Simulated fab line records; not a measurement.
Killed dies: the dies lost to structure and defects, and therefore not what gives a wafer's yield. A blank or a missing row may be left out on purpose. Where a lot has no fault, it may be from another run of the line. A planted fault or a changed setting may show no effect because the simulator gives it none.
fab line records / flow sky130
[record] lots = 6 wafers = 18 last-day = 45
route steps=708 shown POLY_GATE@235 LDD_N@237 PAD_OPEN@708
lots that met no fault: from a run of the same line without faults
start-h: the number of hours between the record's first day and the start of the first shown wafer of the lot / wait-h: hours since the lot's step before / " unchanged from the row above / L1.1+2: several wafers, shown together as one row / - no value present, or no start provided / * or withheld: withheld / < > ~ a bound
route shown NAME@n: names a module that has steps shown in the file, with the first one's number in the route / usual: mean and standard deviation over wafers with no fault / same: alike in all rows / chamber/n: place in a boat / sites: the reading at each site / _std_site: the values' standard deviation / _edge_site: inner sites' mean taken away from outer sites' mean / radius-mm: for every site, how far away it sits from the centre of the wafer / mask NAME#n: copy n / behind: tool/chamber where the wafer was last shaped / hold: the reason the lot was held/the length of the hold in hours/how it ended / device: which transistor (n, p or np) failed to switch / end of line: the tests these same wafers got at the end of their route / a step with no rows: only its recipe / killed: count of dies lost to structure and defects at first sort (not the wafer's yield) / map: shows each die of a wafer: x if killed, . if not, _ if none is there
set.NAME: the setting as run; set.NAME@STEP: as run at that earlier step / model.NAME: the simulator's own value behind a step, which no gauge read
lots at some steps of the route; a table a step, a row a wafer
services: from which hour (start-h, from the record's first day; less than 0 if before it) a tool's chamber was out of use, for how many hours, and why
[[steps]]
[step SKY_POLY_GATE_THK_MEAS_21]
[recipe] reads = SiO2_of_POLY_GATE_OXIDATION_20
[usual] POLY_GATE_OXIDATION_THK = 3.94/0.095
lot.wafer=L467.1 tool=film-metro-01 chamber=- start-h=377.75 wait-h=0.0 POLY_GATE_OXIDATION_THK[nm]=4.09
lot.wafer=L467.3 tool=film-metro-01 chamber=- start-h=377.75 wait-h=0.0 POLY_GATE_OXIDATION_THK[nm]=3.93
lot.wafer=L467.6 tool=film-metro-01 chamber=- start-h=377.75 wait-h=0.0 POLY_GATE_OXIDATION_THK[nm]=3.95
lot.wafer=L468.3 tool=film-metro-03 chamber=- start-h=385.24 wait-h=0.0 POLY_GATE_OXIDATION_THK[nm]=4.20
lot.wafer=L468.4 tool=film-metro-03 chamber=- start-h=385.24 wait-h=0.0 POLY_GATE_OXIDATION_THK[nm]=4.11
lot.wafer=L468.5 tool=film-metro-03 chamber=- start-h=385.24 wait-h=0.0 POLY_GATE_OXIDATION_THK[nm]=4.12
lot.wafer=L469.2 tool=film-metro-01 chamber=- start-h=393.65 wait-h=0.0 POLY_GATE_OXIDATION_THK[nm]=4.09
lot.wafer=L469.4 tool=film-metro-01 chamber=- start-h=393.65 wait-h=0.0 POLY_GATE_OXIDATION_THK[nm]=3.96
lot.wafer=L469.6 tool=film-metro-01 chamber=- start-h=393.65 wait-h=0.0 POLY_GATE_OXIDATION_THK[nm]=4.07
lot.wafer=L470.2 tool=film-metro-03 chamber=- start-h=397.80 wait-h=0.0 POLY_GATE_OXIDATION_THK[nm]=4.01
lot.wafer=L470.3 tool=film-metro-03 chamber=- start-h=397.80 wait-h=0.0 POLY_GATE_OXIDATION_THK[nm]=3.97
lot.wafer=L470.5 tool=film-metro-03 chamber=- start-h=397.80 wait-h=0.0 POLY_GATE_OXIDATION_THK[nm]=3.98
lot.wafer=L471.1 tool=film-metro-03 chamber=- start-h=414.88 wait-h=0.0 POLY_GATE_OXIDATION_THK[nm]=4.10
lot.wafer=L471.5 tool=film-metro-03 chamber=- start-h=414.88 wait-h=0.0 POLY_GATE_OXIDATION_THK[nm]=4.06
lot.wafer=L471.6 tool=film-metro-03 chamber=- start-h=414.88 wait-h=0.0 POLY_GATE_OXIDATION_THK[nm]=4.11
lot.wafer=L472.2 tool=film-metro-04 chamber=- start-h=424.18 wait-h=0.0 POLY_GATE_OXIDATION_THK[nm]=4.04
lot.wafer=L472.4 tool=film-metro-04 chamber=- start-h=424.18 wait-h=0.0 POLY_GATE_OXIDATION_THK[nm]=4.01
lot.wafer=L472.6 tool=film-metro-04 chamber=- start-h=424.18 wait-h=0.0 POLY_GATE_OXIDATION_THK[nm]=3.94
[step SKY_POLY_GATE_CD_MEAS_22]
[usual] cd-nm = 148.7/2.6
lot.wafer=L467.1 tool=cd-sem-02 chamber=- start-h=377.81 wait-h=0.1 cd-nm=153.8
lot.wafer=L467.3 tool=cd-sem-02 chamber=- start-h=377.81 wait-h=0.1 cd-nm=152.2
lot.wafer=L467.6 tool=cd-sem-02 chamber=- start-h=377.81 wait-h=0.1 cd-nm=151.8
lot.wafer=L468.3 tool=cd-sem-01 chamber=- start-h=385.33 wait-h=0.1 cd-nm=149.9
lot.wafer=L468.4 tool=cd-sem-01 chamber=- start-h=385.33 wait-h=0.1 cd-nm=146.4
lot.wafer=L468.5 tool=cd-sem-01 chamber=- start-h=385.33 wait-h=0.1 cd-nm=149.3
lot.wafer=L469.2 tool=cd-sem-01 chamber=- start-h=393.73 wait-h=0.1 cd-nm=146.1
lot.wafer=L469.4 tool=cd-sem-01 chamber=- start-h=393.73 wait-h=0.1 cd-nm=149.1
lot.wafer=L469.6 tool=cd-sem-01 chamber=- start-h=393.73 wait-h=0.1 cd-nm=146.0
lot.wafer=L470.2 tool=cd-sem-01 chamber=- start-h=397.96 wait-h=0.1 cd-nm=149.7
lot.wafer=L470.3 tool=cd-sem-01 chamber=- start-h=397.96 wait-h=0.1 cd-nm=150.9
lot.wafer=L470.5 tool=cd-sem-01 chamber=- start-h=397.96 wait-h=0.1 cd-nm=150.3
lot.wafer=L471.1 tool=cd-sem-02 chamber=- start-h=414.94 wait-h=0.1 cd-nm=150.7
lot.wafer=L471.5 tool=cd-sem-02 chamber=- start-h=414.94 wait-h=0.1 cd-nm=150.4
lot.wafer=L471.6 tool=cd-sem-02 chamber=- start-h=414.94 wait-h=0.1 cd-nm=147.1
lot.wafer=L472.2 tool=cd-sem-02 chamber=- start-h=424.31 wait-h=0.1 cd-nm=150.3
lot.wafer=L472.4 tool=cd-sem-02 chamber=- start-h=424.31 wait-h=0.1 cd-nm=147.8
lot.wafer=L472.6 tool=cd-sem-02 chamber=- start-h=424.31 wait-h=0.1 cd-nm=153.1
[step SKY_LDD_N_DEHYDRATE_00]
[recipe] temp-c = 200 time-s = 60
[step SKY_LDD_N_HMDS_01]
[recipe] prime-time-s = 60 prime-temp-c = 120
[step SKY_LDD_N_COAT_02]
[recipe] resist = NOVOLAK spin-rpm = 3000 resist-thk-nm = 300
[step SKY_LDD_N_SOFTBAKE_03]
[recipe] temp-c = 90 time-s = 60 resist = NOVOLAK
[step SKY_LDD_N_EXPOSE_04]
[recipe] mask-id = NTM target-cd-nm = 840 na = 0.6 source-shape = conventional sigma-outer = 0.6 dose-mj = 110
[step SKY_LDD_N_PEB_05]
[recipe] temp-c = withheld time-s = * resist = NOVOLAK
[step SKY_LDD_N_DEVELOP_06]
[recipe] develop-time-s = 60 dev-temp-c = 23
[step SKY_LDD_N_OVL_MEAS_07]
[usual] LDD_N_OVL = 0.5/1.4
lot.wafer=L467.1 tool=overlay-01 chamber=- start-h=407.39 wait-h=0.1 LDD_N_OVL[nm]=1.5
lot.wafer=L467.3 tool=overlay-01 chamber=- start-h=407.39 wait-h=0.1 LDD_N_OVL[nm]=2.0
lot.wafer=L467.6 tool=overlay-01 chamber=- start-h=407.39 wait-h=0.1 LDD_N_OVL[nm]=2.0
lot.wafer=L468.3 tool=overlay-02 chamber=- start-h=415.22 wait-h=0.1 LDD_N_OVL[nm]=0.8
lot.wafer=L468.4 tool=overlay-02 chamber=- start-h=415.22 wait-h=0.1 LDD_N_OVL[nm]=-0.9
lot.wafer=L468.5 tool=overlay-02 chamber=- start-h=415.22 wait-h=0.1 LDD_N_OVL[nm]=-1.4
lot.wafer=L469.2 tool=overlay-02 chamber=- start-h=422.34 wait-h=0.1 LDD_N_OVL[nm]=0.3
lot.wafer=L469.4 tool=overlay-02 chamber=- start-h=422.34 wait-h=0.1 LDD_N_OVL[nm]=0.9
lot.wafer=L469.6 tool=overlay-02 chamber=- start-h=422.34 wait-h=0.1 LDD_N_OVL[nm]=0.5
lot.wafer=L470.2 tool=overlay-02 chamber=- start-h=426.74 wait-h=0.1 LDD_N_OVL[nm]=1.6
lot.wafer=L470.3 tool=overlay-02 chamber=- start-h=426.74 wait-h=0.1 LDD_N_OVL[nm]=0.2
lot.wafer=L470.5 tool=overlay-02 chamber=- start-h=426.74 wait-h=0.1 LDD_N_OVL[nm]=1.8
lot.wafer=L471.1 tool=overlay-02 chamber=- start-h=445.06 wait-h=0.1 LDD_N_OVL[nm]=-3.4
lot.wafer=L471.5 tool=overlay-02 chamber=- start-h=445.06 wait-h=0.1 LDD_N_OVL[nm]=-1.9
lot.wafer=L471.6 tool=overlay-02 chamber=- start-h=445.06 wait-h=0.1 LDD_N_OVL[nm]=-0.7
lot.wafer=L472.2 tool=overlay-02 chamber=- start-h=455.02 wait-h=0.1 LDD_N_OVL[nm]=-1.1
lot.wafer=L472.4 tool=overlay-02 chamber=- start-h=455.02 wait-h=0.1 LDD_N_OVL[nm]=-1.2
lot.wafer=L472.6 tool=overlay-02 chamber=- start-h=455.02 wait-h=0.1 LDD_N_OVL[nm]=-0.5
[step SKY_LDD_N_IMPLANT_08]
[recipe] species = As energy-kev = 20 dose-cm2 = 7.5e+13 tilt-deg = withheld rotation-deg = 23
[step SKY_LDD_N_IMPLANT_09]
[recipe] species = As energy-kev = 20 dose-cm2 = 7.5e+13 tilt-deg = withheld rotation-deg = 113
[step SKY_LDD_N_IMPLANT_10]
[recipe] species = As energy-kev = 20 dose-cm2 = 7.5e+13 tilt-deg = withheld rotation-deg = 203
[usual] implant-ion-amu = 75/0
lot.wafer=L467.1 tool=implanter-03 chamber=0 start-h=407.72 wait-h=0.1 implant-ion-amu=75 model.implant.rp-nm=15.61 model.implant.drp-nm=7.212
lot.wafer=L467.3 tool=implanter-03 chamber=0 start-h=407.72 wait-h=0.1 implant-ion-amu=75 model.implant.rp-nm=15.61 model.implant.drp-nm=7.212
lot.wafer=L467.6 tool=implanter-03 chamber=0 start-h=407.72 wait-h=0.1 implant-ion-amu=75 model.implant.rp-nm=15.61 model.implant.drp-nm=7.212
lot.wafer=L468.3 tool=implanter-01 chamber=0 start-h=415.59 wait-h=0.1 implant-ion-amu=75 model.implant.rp-nm=15.73 model.implant.drp-nm=7.212
lot.wafer=L468.4 tool=implanter-01 chamber=0 start-h=415.59 wait-h=0.1 implant-ion-amu=75 model.implant.rp-nm=15.73 model.implant.drp-nm=7.212
lot.wafer=L468.5 tool=implanter-01 chamber=0 start-h=415.59 wait-h=0.1 implant-ion-amu=75 model.implant.rp-nm=15.73 model.implant.drp-nm=7.212
lot.wafer=L469.2 tool=implanter-01 chamber=0 start-h=422.70 wait-h=0.1 implant-ion-amu=75 model.implant.rp-nm=16.28 model.implant.drp-nm=7.212
lot.wafer=L469.4 tool=implanter-01 chamber=0 start-h=422.70 wait-h=0.1 implant-ion-amu=75 model.implant.rp-nm=16.28 model.implant.drp-nm=7.212
lot.wafer=L469.6 tool=implanter-01 chamber=0 start-h=422.70 wait-h=0.1 implant-ion-amu=75 model.implant.rp-nm=16.28 model.implant.drp-nm=7.212
lot.wafer=L470.2 tool=implanter-01 chamber=0 start-h=427.10 wait-h=0.1 implant-ion-amu=31 model.implant.rp-nm=27.2 model.implant.drp-nm=12.97
lot.wafer=L470.3 tool=implanter-01 chamber=0 start-h=427.10 wait-h=0.1 implant-ion-amu=31 model.implant.rp-nm=27.2 model.implant.drp-nm=12.97
lot.wafer=L470.5 tool=implanter-01 chamber=0 start-h=427.10 wait-h=0.1 implant-ion-amu=31 model.implant.rp-nm=27.2 model.implant.drp-nm=12.97
lot.wafer=L471.1 tool=implanter-04 chamber=0 start-h=445.40 wait-h=0.1 implant-ion-amu=31 model.implant.rp-nm=27.91 model.implant.drp-nm=12.97
lot.wafer=L471.5 tool=implanter-04 chamber=0 start-h=445.40 wait-h=0.1 implant-ion-amu=31 model.implant.rp-nm=27.91 model.implant.drp-nm=12.97
lot.wafer=L471.6 tool=implanter-04 chamber=0 start-h=445.40 wait-h=0.1 implant-ion-amu=31 model.implant.rp-nm=27.91 model.implant.drp-nm=12.97
lot.wafer=L472.2 tool=implanter-04 chamber=0 start-h=455.37 wait-h=0.1 implant-ion-amu=31 model.implant.rp-nm=27.32 model.implant.drp-nm=12.97
lot.wafer=L472.4 tool=implanter-04 chamber=0 start-h=455.37 wait-h=0.1 implant-ion-amu=31 model.implant.rp-nm=27.32 model.implant.drp-nm=12.97
lot.wafer=L472.6 tool=implanter-04 chamber=0 start-h=455.37 wait-h=0.1 implant-ion-amu=31 model.implant.rp-nm=27.32 model.implant.drp-nm=12.97
[step SKY_LDD_N_IMPLANT_11]
[recipe] species = As energy-kev = 20 dose-cm2 = 7.5e+13 tilt-deg = withheld rotation-deg = 293
[step SKY_LDD_N_IMPLANT_12]
[recipe] species = BF2 energy-kev = 50 dose-cm2 = 5e+12 tilt-deg = 30 rotation-deg = 0
[step SKY_LDD_N_IMPLANT_13]
[recipe] species = BF2 energy-kev = 50 dose-cm2 = 5e+12 tilt-deg = 30 rotation-deg = 90
[step SKY_LDD_N_IMPLANT_14]
[recipe] species = BF2 energy-kev = 50 dose-cm2 = 5e+12 tilt-deg = 30 rotation-deg = 180
[step SKY_LDD_N_IMPLANT_15]
[recipe] species = BF2 energy-kev = 50 dose-cm2 = 5e+12 tilt-deg = 30 rotation-deg = 270
[step SKY_LDD_N_STRIP_16]
[recipe] chemistry = O2/N2 power-w = 1400 pressure-mtorr = 1500 platen-temp-c = withheld o2-flow-sccm = 3000 n2-flow-sccm = 300 overash-fraction = 0.5
[usual] drypump-motor-current-A = 5.76/0.28 oes-product-au = 0.407/0.0044 strip-time-to-endpoint-s = 4.311/0.015
lot.wafer=L467.1 tool=plasma-asher-04 chamber=0 start-h=408.62 wait-h=0.1 drypump-motor-current-A=5.91 oes-product-au=0.406 rf-hours-counter-h=28 strip-time-to-endpoint-s=4.307
lot.wafer=L467.3 tool=plasma-asher-04 chamber=1 start-h=408.62 wait-h=0.1 drypump-motor-current-A=6.45 oes-product-au=0.411 rf-hours-counter-h=- strip-time-to-endpoint-s=4.313
lot.wafer=L467.6 tool=plasma-asher-04 chamber=0 start-h=408.62 wait-h=0.1 drypump-motor-current-A=5.94 oes-product-au=0.408 rf-hours-counter-h=- strip-time-to-endpoint-s=4.322
lot.wafer=L468.3 tool=plasma-asher-01 chamber=0 start-h=416.47 wait-h=0.1 drypump-motor-current-A=5.91 oes-product-au=0.408 rf-hours-counter-h=- strip-time-to-endpoint-s=4.332
lot.wafer=L468.4 tool=plasma-asher-01 chamber=1 start-h=416.47 wait-h=0.1 drypump-motor-current-A=5.70 oes-product-au=0.411 rf-hours-counter-h=- strip-time-to-endpoint-s=4.308
lot.wafer=L468.5 tool=plasma-asher-01 chamber=0 start-h=416.47 wait-h=0.1 drypump-motor-current-A=5.93 oes-product-au=0.408 rf-hours-counter-h=- strip-time-to-endpoint-s=4.341
lot.wafer=L469.2 tool=plasma-asher-01 chamber=0 start-h=423.57 wait-h=0.1 drypump-motor-current-A=5.91 oes-product-au=0.409 rf-hours-counter-h=75 strip-time-to-endpoint-s=4.322
lot.wafer=L469.4 tool=plasma-asher-01 chamber=1 start-h=423.57 wait-h=0.1 drypump-motor-current-A=5.67 oes-product-au=0.404 rf-hours-counter-h=- strip-time-to-endpoint-s=4.322
lot.wafer=L469.6 tool=plasma-asher-01 chamber=0 start-h=423.57 wait-h=0.1 drypump-motor-current-A=5.91 oes-product-au=0.413 rf-hours-counter-h=- strip-time-to-endpoint-s=4.316
lot.wafer=L470.2 tool=plasma-asher-04 chamber=1 start-h=427.97 wait-h=0.1 drypump-motor-current-A=6.43 oes-product-au=0.406 rf-hours-counter-h=30 strip-time-to-endpoint-s=4.223
lot.wafer=L470.3 tool=plasma-asher-04 chamber=0 start-h=427.97 wait-h=0.1 drypump-motor-current-A=5.91 oes-product-au=0.404 rf-hours-counter-h=- strip-time-to-endpoint-s=4.221
lot.wafer=L470.5 tool=plasma-asher-04 chamber=1 start-h=427.97 wait-h=0.1 drypump-motor-current-A=6.43 oes-product-au=0.403 rf-hours-counter-h=- strip-time-to-endpoint-s=4.219
lot.wafer=L471.1 tool=plasma-asher-04 chamber=0 start-h=446.30 wait-h=0.1 drypump-motor-current-A=5.90 oes-product-au=0.408 rf-hours-counter-h=32 strip-time-to-endpoint-s=4.235
lot.wafer=L471.5 tool=plasma-asher-04 chamber=0 start-h=446.30 wait-h=0.1 drypump-motor-current-A=5.90 oes-product-au=0.406 rf-hours-counter-h=- strip-time-to-endpoint-s=4.225
lot.wafer=L471.6 tool=plasma-asher-04 chamber=1 start-h=446.30 wait-h=0.1 drypump-motor-current-A=6.46 oes-product-au=0.405 rf-hours-counter-h=- strip-time-to-endpoint-s=4.238
lot.wafer=L472.2 tool=plasma-asher-01 chamber=1 start-h=456.25 wait-h=0.1 drypump-motor-current-A=5.67 oes-product-au=0.408 rf-hours-counter-h=78 strip-time-to-endpoint-s=4.221
lot.wafer=L472.4 tool=plasma-asher-01 chamber=1 start-h=456.25 wait-h=0.1 drypump-motor-current-A=5.69 oes-product-au=0.405 rf-hours-counter-h=- strip-time-to-endpoint-s=4.213
lot.wafer=L472.6 tool=plasma-asher-01 chamber=0 start-h=456.25 wait-h=0.1 drypump-motor-current-A=5.92 oes-product-au=0.404 rf-hours-counter-h=- strip-time-to-endpoint-s=4.233
[step SKY_LDD_N_TW_MEAS_17]
[usual] LDD_N_TW = 2584/17
lot.wafer=L467.1 tool=film-metro-01 chamber=- start-h=408.72 wait-h=0.1 LDD_N_TW=2602
lot.wafer=L467.3 tool=film-metro-01 chamber=- start-h=408.72 wait-h=0.1 LDD_N_TW=2599
lot.wafer=L467.6 tool=film-metro-01 chamber=- start-h=408.72 wait-h=0.1 LDD_N_TW=2604
lot.wafer=L468.3 tool=film-metro-01 chamber=- start-h=416.56 wait-h=0.1 LDD_N_TW=2604
lot.wafer=L468.4 tool=film-metro-01 chamber=- start-h=416.56 wait-h=0.1 LDD_N_TW=2604
lot.wafer=L468.5 tool=film-metro-01 chamber=- start-h=416.56 wait-h=0.1 LDD_N_TW=2597
lot.wafer=L469.2 tool=film-metro-02 chamber=- start-h=423.68 wait-h=0.1 LDD_N_TW=2562
lot.wafer=L469.4 tool=film-metro-02 chamber=- start-h=423.68 wait-h=0.1 LDD_N_TW=2565
lot.wafer=L469.6 tool=film-metro-02 chamber=- start-h=423.68 wait-h=0.1 LDD_N_TW=2573
lot.wafer=L470.2 tool=film-metro-02 chamber=- start-h=428.08 wait-h=0.1 LDD_N_TW=2526
lot.wafer=L470.3 tool=film-metro-02 chamber=- start-h=428.08 wait-h=0.1 LDD_N_TW=2524
lot.wafer=L470.5 tool=film-metro-02 chamber=- start-h=428.08 wait-h=0.1 LDD_N_TW=2525
lot.wafer=L471.1 tool=film-metro-01 chamber=- start-h=446.40 wait-h=0.1 LDD_N_TW=2560
lot.wafer=L471.5 tool=film-metro-01 chamber=- start-h=446.40 wait-h=0.1 LDD_N_TW=2558
lot.wafer=L471.6 tool=film-metro-01 chamber=- start-h=446.40 wait-h=0.1 LDD_N_TW=2564
lot.wafer=L472.2 tool=film-metro-03 chamber=- start-h=456.36 wait-h=0.1 LDD_N_TW=2548
lot.wafer=L472.4 tool=film-metro-03 chamber=- start-h=456.36 wait-h=0.1 LDD_N_TW=2551
lot.wafer=L472.6 tool=film-metro-03 chamber=- start-h=456.36 wait-h=0.1 LDD_N_TW=2543
[step SKY_PAD_OPEN_PROBE_99]
[usual] defect-limited-yield = 82.6/1.8 killed_at_M0_to_M3 = 43/6.3 killed_at_M4_up = 3.0/1.6 killed-at-contacts = 25/5 killed-at-front-end = 15/4.4 killed-at-other = 0.3/0.8 killed-dies = 85/8.7 killed-open = 47/6.9 killed-short = 38/6.3 sort_bin_3_pad_short = 0.9/0.39 sort_bin_5_function = 10.3/1.3 sort_bin_6_memory = 6.2/1.1 sort-n-pass = 407/8.8 sort-yield-pct = 82.6/1.8
[same] gross-dies = 492 killed-at-back-side = 0 sort_bin_4_leakage[%] = 0 sort_bin_8_speed[%] = 0
lot.wafer=L468.3 tool=prober-02 chamber=- start-h=1083.64 wait-h=0.2 defect-limited-yield[%]=79.5 killed_at_M0_to_M3=51 killed_at_M4_up=2 killed-at-contacts=29 killed-at-front-end=19 killed-at-other=0 killed-dies=101 killed-open=58 killed-short=43 sort_bin_3_pad_short[%]=1.2 sort_bin_5_function[%]=10.6 sort_bin_6_memory[%]=8.7 sort-n-pass=391 sort-yield-pct[%]=79.5
lot.wafer=L468.4 tool=prober-02 chamber=- start-h=1083.69 wait-h=0.2 defect-limited-yield[%]=83.1 killed_at_M0_to_M3=49 killed_at_M4_up=3 killed-at-contacts=19 killed-at-front-end=12 killed-at-other=0 killed-dies=83 killed-open=48 killed-short=35 sort_bin_3_pad_short[%]=0.4 sort_bin_5_function[%]=10.8 sort_bin_6_memory[%]=5.7 sort-n-pass=409 sort-yield-pct[%]=83.1
lot.wafer=L468.5 tool=prober-02 chamber=- start-h=1083.74 wait-h=0.2 defect-limited-yield[%]=83.5 killed_at_M0_to_M3=55 killed_at_M4_up=2 killed-at-contacts=16 killed-at-front-end=8 killed-at-other=0 killed-dies=81 killed-open=50 killed-short=31 sort_bin_3_pad_short[%]=1.0 sort_bin_5_function[%]=10.2 sort_bin_6_memory[%]=5.3 sort-n-pass=411 sort-yield-pct[%]=83.5
lot.wafer=L469.2 tool=prober-01 chamber=- start-h=1090.86 wait-h=0.1 defect-limited-yield[%]=83.3 killed_at_M0_to_M3=37 killed_at_M4_up=3 killed-at-contacts=25 killed-at-front-end=17 killed-at-other=0 killed-dies=82 killed-open=46 killed-short=36 sort_bin_3_pad_short[%]=1.6 sort_bin_5_function[%]=9.1 sort_bin_6_memory[%]=5.9 sort-n-pass=410 sort-yield-pct[%]=83.3
lot.wafer=L469.4 tool=prober-01 chamber=- start-h=1090.96 wait-h=0.2 defect-limited-yield[%]=80.5 killed_at_M0_to_M3=39 killed_at_M4_up=4 killed-at-contacts=35 killed-at-front-end=17 killed-at-other=1 killed-dies=96 killed-open=61 killed-short=35 sort_bin_3_pad_short[%]=1.0 sort_bin_5_function[%]=12.6 sort_bin_6_memory[%]=5.9 sort-n-pass=396 sort-yield-pct[%]=80.5
lot.wafer=L469.6 tool=prober-01 chamber=- start-h=1091.06 wait-h=0.2 defect-limited-yield[%]=80.3 killed_at_M0_to_M3=39 killed_at_M4_up=3 killed-at-contacts=33 killed-at-front-end=22 killed-at-other=0 killed-dies=97 killed-open=58 killed-short=39 sort_bin_3_pad_short[%]=1.0 sort_bin_5_function[%]=11.8 sort_bin_6_memory[%]=6.9 sort-n-pass=395 sort-yield-pct[%]=80.3
// killed by level:class
L468.3 VIA1:geometric-particle:open=14 CONTACT:geometric-particle:open=10 LI_CONTACT:geometric-particle:open=8 VIA3:geometric-particle:open=8 VIA1:geometric-particle:short=6 CONTACT:geometric-particle:short=6 VIA2:geometric-particle:short=6 METAL2:geometric-particle:short=5
L468.4 VIA1:geometric-particle:open=17 CONTACT:geometric-particle:open=9 VIA1:geometric-particle:short=9 VIA2:geometric-particle:open=6 METAL1:geometric-particle:short=5 LI_CONTACT:geometric-particle:open=4 POLY_GATE:geometric-particle:short=3 POLY_CUT:geometric-particle:open=3
L468.5 VIA1:geometric-particle:open=18 CONTACT:geometric-particle:open=9 VIA2:geometric-particle:open=8 METAL2:geometric-particle:short=7 VIA1:geometric-particle:short=5 METAL1:geometric-particle:short=4 VIA3:geometric-particle:open=4 LI_CONTACT:geometric-particle:open=3
L469.2 CONTACT:geometric-particle:open=10 VIA1:geometric-particle:open=9 METAL2:geometric-particle:short=8 POLY_GATE:geometric-particle:open=7 VIA2:geometric-particle:open=6 LI_CONTACT:geometric-particle:open=5 FIELD_ISO:geometric-particle:open=4 LI_CONTACT:geometric-particle:short=4
L469.4 VIA1:geometric-particle:open=12 LI_CONTACT:geometric-particle:open=11 POLY_GATE:geometric-particle:open=9 LOCAL_INTERCONNECT:geometric-particle:short=9 CONTACT:geometric-particle:open=7 VIA3:geometric-particle:open=6 CONTACT:geometric-particle:short=5 VIA2:geometric-particle:open=5
L469.6 CONTACT:geometric-particle:open=12 POLY_GATE:geometric-particle:open=11 LI_CONTACT:geometric-particle:open=8 POLY_GATE:geometric-particle:short=6 LOCAL_INTERCONNECT:geometric-particle:short=6 VIA1:geometric-particle:open=6 VIA2:geometric-particle:open=6 VIA1:geometric-particle:short=5
[[services]]
tool=implanter-04 chamber=- start-h=399.97 hours=9.5 kind=repair
tool=implanter-03 chamber=- start-h=401.86 hours=3.4 kind=repair
tool=implanter-04 chamber=- start-h=443.29 hours=1.8 kind=repair
tool=implanter-03 chamber=- start-h=443.98 hours=4.0 kind=pm
[[key]]
[first-sign] step = SKY_LDD_N_IMPLANT_10 reading = implant-ion-amu direction = down sigmas = 99+ usual = 75 struck = 31
[effect] step = SKY_LDD_N_STRIP_16 reading = strip-time-to-endpoint-s direction = down sigmas = 5.9 usual = * struck = *
[effect] step = SKY_LDD_N_TW_MEAS_17 reading = LDD_N_TW direction = down sigmas = 2.3 usual = 2584 struck = 2544
[model-effect] step = SKY_LDD_N_IMPLANT_10 value = implant.rp-nm without = 15.62 struck = 27.48
met-at SKY_LDD_N_IMPLANT_10
struck-wafers L470.2,L470.3,L470.5,L471.1,L471.5,L471.6,L472.2,L472.4,L472.6
rows-end L470.2,L470.3,L470.5,L471.1,L471.5,L471.6,L472.2,L472.4,L472.6
onset-between 422.70 427.10
[fault] kind = wrong-recipe-download tool = implanter-01,implanter-03,implanter-04 chamber = - onset-h = 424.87 steps = SKY_LDD_N_IMPLANT_10 wrong-recipe.not-listed = 1
// rows-end: these wafers met a further fault down the route, and their rows from its step on are left out
